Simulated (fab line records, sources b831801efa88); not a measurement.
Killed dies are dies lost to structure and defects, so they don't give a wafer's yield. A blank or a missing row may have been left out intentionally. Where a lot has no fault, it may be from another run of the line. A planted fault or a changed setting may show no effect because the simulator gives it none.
Which of the tools did it? -- flow gf180mcu -- 14 lots, 42 wafers sampled, at 6 steps of a route of 602

## WHAT THE GAUGES READ, wafer by wafer
GF_STI_BOW_MEAS_00. Usual: INCOMING_BOW -1 um, standard deviation 6.4.
lot,measured,on,INCOMING_BOW (um),flag
L288,day 1 15:01,filmMetro-02,-9 -6 2,
L289,day 1 20:02,filmMetro-01,-8 1 4,
L290,day 2 01:01,filmMetro-01,-5 -2 -9,
L291,day 2 06:00,filmMetro-02,8 10 -3,
L293,day 2 16:02,filmMetro-02,2 10 -2,
L294,day 2 21:00,filmMetro-02,-3 7 -1,
L295,day 3 02:00,filmMetro-04,3 1 -9,
L296,day 3 07:00,filmMetro-01,-4 -4 -3,
L297,day 3 12:00,filmMetro-02,-9 -9 7,
L299,day 3 22:00,filmMetro-04,-8 1 3,
L300,day 4 03:02,filmMetro-02,2 3 -4,
L305,day 5 04:02,filmMetro-04,0 -12 -23,
L307,day 5 14:02,filmMetro-01,5 2 -1,
L308,day 5 19:02,filmMetro-01,-3 -6 -10,

GF_NWELL_OVL_MEAS_07. Usual: NWELL_OVL -0.2 nm, standard deviation 1.4.
lot,measured,on,NWELL_OVL (nm),flag
L288,day 3 11:48,overlay-01,1.6 1.2 0.7,
L289,day 3 19:02,overlay-01,0.6 1.6 1.6,
L290,day 3 23:47,overlay-01,-1.0 -0.1 -0.4,
L291,day 4 04:52,overlay-01,0.5 -1.2 -0.8,
L293,day 4 17:56,overlay-01,-0.2 0.3 -0.2,
L294,day 4 21:23,overlay-01,-1.6 -2.9 -1.0,
L295,day 5 03:59,overlay-02,-0.6 0.1 -0.1,
L296,day 5 09:02,overlay-02,-1.3 -1.1 -1.5,
L297,day 5 13:17,overlay-01,-1.0 -0.4 -0.1,
L299,day 6 02:55,overlay-01,1.1 1.0 2.1,
L300,day 6 07:19,overlay-02,-1.7 -2.7 -1.7,
L305,day 7 11:25,overlay-02,0.5 0.5 0.4,
L307,day 7 21:20,overlay-01,-0.8 -0.9 -3.3,
L308,day 8 02:35,overlay-01,-0.6 1.4 1.6,

GF_NWELL_TW_MEAS_11. Usual: NWELL_TW 1565, standard deviation 11.
lot,measured,on,NWELL_TW,flag
L288,day 3 12:14,filmMetro-03,1587 1576 1583,
L289,day 3 19:29,filmMetro-04,1571 1567 1577,
L290,day 4 00:14,filmMetro-01,1552 1559 1553,
L291,day 4 05:19,filmMetro-01,1560 1560 1554,
L293,day 4 18:23,filmMetro-01,1538 1550 1552,
L294,day 4 21:49,filmMetro-04,1567 1562 1561,
L295,day 5 04:25,filmMetro-01,1558 1553 1554,
L296,day 5 09:28,filmMetro-01,1556 1561 1557,
L297,day 5 13:46,filmMetro-01,1547 1567 1550,
L299,day 6 03:41,filmMetro-01,1914 1902 1896 1897 1906 1905,OFF
L300,day 6 07:46,filmMetro-01,1556 1564 1566,
L305,day 7 12:11,filmMetro-03,1926 1936 1934 1936 1936 1942,OFF
L307,day 7 21:47,filmMetro-04,1565 1560 1566,
L308,day 8 03:21,filmMetro-03,1910 1928 1919 1928 1918 1937,OFF

GF_VT_IMPLANT_RS_MEAS_47: a four-point-probe measurement. Usual: NWELL_RS 487.8 ohm/sq, standard deviation 1.4.
lot,measured,on,NWELL_RS (ohm/sq),flag
L288,day 7 18:31,filmMetro-01,487.0 486.4 487.8,
L289,day 8 05:58,filmMetro-01,484.9 487.7 488.4,
L290,day 8 09:54,filmMetro-04,487.6 486.0 487.3,
L291,day 8 17:20,filmMetro-01,486.8 487.1 487.7,
L293,day 9 06:43,filmMetro-03,488.7 487.5 487.1,
L294,day 9 11:44,filmMetro-01,487.7 486.7 487.8,
L295,day 9 20:17,filmMetro-01,490.4 489.9 491.0,
L296,day 10 07:08,filmMetro-03,486.0 486.0 486.5,
L297,day 10 07:29,filmMetro-04,490.2 487.1 488.8,
L299,day 11 00:56,filmMetro-01,349.0 350.6 349.2 349.1 349.1 349.8,OFF
L300,day 11 04:47,filmMetro-04,485.8 486.2 485.4,
L305,day 12 16:43,filmMetro-01,348.4 349.7 349.7 350.2 349.9 349.8,OFF
L307,day 13 02:56,filmMetro-03,488.5 487.4 487.9,
L308,day 13 07:38,filmMetro-01,349.4 349.0 348.9 349.3 349.6 349.6,OFF

GF_HV_LDD_CD_MEAS_19: the cd target is 400 nm. Usual: cdNm 399.5 nm, standard deviation 2.2.
lot,measured,on,cdNm (nm),flag
L288,day 11 02:33,cdSem-01,399.4 397.8 399.4,
L289,day 11 13:25,cdSem-01,399.6 400.2 400.5,
L290,day 11 21:39,cdSem-02,399.9 403.2 402.3,
L291,day 12 03:23,cdSem-01,398.8 398.0 399.4,
L293,day 12 13:56,cdSem-02,401.5 402.4 401.9,
L294,day 12 23:15,cdSem-01,398.1 398.7 400.8,
L295,day 13 07:12,cdSem-02,398.0 402.6 401.2,
L296,day 13 22:28,cdSem-02,402.4 402.9 400.7,
L297,day 13 22:10,cdSem-02,398.8 398.7 397.2,
L300,day 14 20:04,cdSem-01,401.2 403.8 402.5,
L307,day 16 23:52,cdSem-02,396.1 397.5 397.0,

## EACH LOT AND THE TOOL THAT RAN IT (in order: tool; ch and the chambers of the sampled wafers; start)
lot,GF_NWELL_IMPLANT_08
L288,"implanter-01 ch 0, day 3 11:51"
L289,"implanter-01 ch 0, day 3 19:07"
L290,"implanter-01 ch 0, day 3 23:50"
L291,"implanter-03 ch 0, day 4 04:55"
L293,"implanter-01 ch 0, day 4 18:01"
L294,"implanter-03 ch 0, day 4 21:25"
L295,"implanter-01 ch 0, day 5 04:01"
L296,"implanter-03 ch 0, day 5 09:04"
L297,"implanter-03 ch 0, day 5 13:19"
L299,"implanter-01 ch 0, day 6 02:57"
L300,"implanter-01 ch 0, day 6 07:24"
L305,"implanter-02 ch 0, day 7 11:30"
L307,"implanter-01 ch 0, day 7 21:25"
L308,"implanter-01 ch 0, day 8 02:40"
- GF_NWELL_IMPLANT_08

## AS READ BY THE TOOLS THEMSELVES (means over the sampled wafers that have a number; for cases with no such wafer, the mark the record gives instead)
GF_NWELL_IMPLANT_08. Usual: beamEnergyKeV 449.97, standard deviation 0.13; beamOnS 9.98 s, standard deviation 0.2.
lot,tool,beamEnergyKeV,beamOnS (s),flag
L288,implanter-01,449.80,9.68,
L289,implanter-01,449.83,10.00,
L290,implanter-01,450.07,10.03,
L291,implanter-03,450.00,9.94,
L293,implanter-01,450.11,9.87,
L294,implanter-03,449.93,9.72,
L295,implanter-01,450.06,10.14,
L296,implanter-03,449.84,10.07,
L297,implanter-03,450.09,9.99,
L299,implanter-01,449.99,10.02,
L300,implanter-01,449.78,10.12,
L305,implanter-02,450.07,10.13,
L307,implanter-01,449.97,10.13,
L308,implanter-01,450.13,9.96,

## THE ANSWER, worked out from the rows above alone
Rule: take the mean of a lot's wafers that have a number; if it is more than 3 standard deviations from the usual mean, the lot is off. Also off: a lot with no number at a reading for which 4 or more lots have one. Any other lot the step has rows for is counted as sound. The gauges are gone through in route order, then the tools' own readings, and for those a lot's mean is taken as printed above. The first step at which some lot is off is used, and at that step the reading that is off furthest; a lot without a number counts as furthest.
Off: at GF_NWELL_TW_MEAS_11 (NWELL_TW), L299, L305, L308.
If a tool, at a process step before that reading, ran all the lots that are off and no sound lot after the first of them, it fits. Those tools and the gauges at GF_NWELL_TW_MEAS_11 are tried in the same way. Not one of the candidates tried fits.

## WHAT THE SIMULATOR PUT IN
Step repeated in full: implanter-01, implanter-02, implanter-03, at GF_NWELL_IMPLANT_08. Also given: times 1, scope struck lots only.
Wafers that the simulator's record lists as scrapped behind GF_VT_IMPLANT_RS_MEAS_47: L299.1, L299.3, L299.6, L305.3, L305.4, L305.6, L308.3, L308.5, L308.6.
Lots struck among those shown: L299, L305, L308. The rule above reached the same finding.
